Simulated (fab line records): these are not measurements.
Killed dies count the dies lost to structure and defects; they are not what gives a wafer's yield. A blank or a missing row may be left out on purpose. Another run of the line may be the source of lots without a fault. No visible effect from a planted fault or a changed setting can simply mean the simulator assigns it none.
8D (eight disciplines) problem report, filled in by code | flow sky130 | the parts of the form that need people (team, actions taken, sign-off) are left out

== 1. THE ISSUE ==
Mean LOCAL_INTERCONNECT_TIN_RS at SKY_LOCAL_INTERCONNECT_RS_MEAS_01: 8.88 ohm/sq over 2 wafers in 2 lots; fault-free wafers: 14.26 ohm/sq, standard deviation 0.13. Measured from the usual mean, that is -41 standard deviations.
The step: measures by four-point-probe.
The first sign was on wafer L670.5 at day 37 03:50, on filmMetro-02. The record has a number at this step for 31 wafers belonging to 11 lots. The rule behind "out" and "out of limits": a value lying over 4 standard deviations away from the usual mean. The other wafers with a number count as sound.

== 2. WHAT IT IS; WHAT IT IS NOT ==
question                    | is                         | is not
which readings at this step | LOCAL_INTERCONNECT_TIN_RS  | -
which lots                  | L670, L671                 | L650, L651, L653, L656, L657, L658, L659, L661, L664
which wafers of those lots  | L670.5, L671.4             | L670.1, L671.1
read on which gauges        | filmMetro-02, filmMetro-04 | filmMetro-01
when                        | from day 37 03:50          | up to then (28 sound wafers); but 1 sound wafer of L671 came after

== 3. SUSPECTS, AND WHAT RULES EACH OUT ==
Counting: if a tool at a process step up to the reading ran every lot that is out, it stays a suspect. Sound lots after the first of them don't rule it out here, since some wafers of a struck lot are sound.
- the gauge at SKY_LOCAL_INTERCONNECT_RS_MEAS_01: ruled out. Those wafers that are out were read across 2 gauges (filmMetro-02, filmMetro-04).
- pvdSputter-04 at SKY_LOCAL_INTERCONNECT_SPUTTER_00 (material TiN, target thk 100 nm, time 83.3 s): kept. It processed each lot that is out (first: L670, day 37 03:47); up to then, its last sound lot is L661 (day 35 08:13).
Remaining after the count: pvdSputter-04 at SKY_LOCAL_INTERCONNECT_SPUTTER_00.

== 4. THE CAUSE (what the simulator had put in) ==
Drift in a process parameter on pvdSputter-04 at SKY_LOCAL_INTERCONNECT_SPUTTER_00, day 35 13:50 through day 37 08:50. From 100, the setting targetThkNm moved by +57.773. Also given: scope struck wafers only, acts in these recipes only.
Only this tool survived the counting.

== 5. THE CHAIN OF EFFECTS, in route order ==
Each row: a reading whose mean over the struck wafers that have a number lies more than 3 standard deviations from the usual. Only readings whose record carries a usual standard deviation are examined. hours: median over the lots of the time between each lot's start at the first step of this table that gives one and its start at this step. sigmas: the change, counted in usual standard deviations.
hours | step                                 | reading                    | usual        | on struck wafers | change | sigmas
0     | SKY_LOCAL_INTERCONNECT_RS_MEAS_01    | LOCAL_INTERCONNECT_TIN_RS  | 14.26 ohm/sq | 8.88             | -5.38  | -41
0     | SKY_LOCAL_INTERCONNECT_THK_MEAS_02   | LOCAL_INTERCONNECT_TIN_THK | 99.0 nm      | 156.4            | +57.4  | +63
26    | SKY_LOCAL_INTERCONNECT_METAL_ETCH_14 | oesProductAu               | 0.937 a.u.   | 0.996            | +0.059 | +9.4
26    | SKY_LOCAL_INTERCONNECT_METAL_ETCH_14 | throttleValvePct           | 21.904 %     | 21.854           | -0.050 | -5.3
340   | SKY_PAD_OPEN_PROBE_99                | killedAtContacts           | 24           | 436              | +412   | +82
340   | SKY_PAD_OPEN_PROBE_99                | killedDies                 | 86           | 492              | +406   | +46
340   | SKY_PAD_OPEN_PROBE_99                | killedOnRim                | 16           | 96               | +80    | +24
Here are the process steps it includes:
- SKY_LOCAL_INTERCONNECT_METAL_ETCH_14: etches TiN in Cl2/BCl3, stops on PSG, target depth 110 nm, time 31.4 s.
- SKY_PAD_OPEN_PROBE_99
Later measuring or inspecting steps at which every struck wafer that the step has a row for has a number for every such reading, and none has moved that far: SKY_LOCAL_INTERCONNECT_OVL_MEAS_12.

== 6. HOW IT WOULD HAVE BEEN CAUGHT EARLIER ==
Counted from the fault's start at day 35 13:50, it took 38 hours until the first out-of-limits reading at a measuring or inspecting step in this record, taken at day 37 03:50.
No tool reading at SKY_LOCAL_INTERCONNECT_SPUTTER_00 that has a usual standard deviation in the record was out on any struck wafer, so an alarm limit of 4 standard deviations on those readings would not have fired.
Lots out: 2; of these, L671 started SKY_LOCAL_INTERCONNECT_SPUTTER_00 on pvdSputter-04 after day 37 03:50. Putting the tool on hold at that point would have spared it.
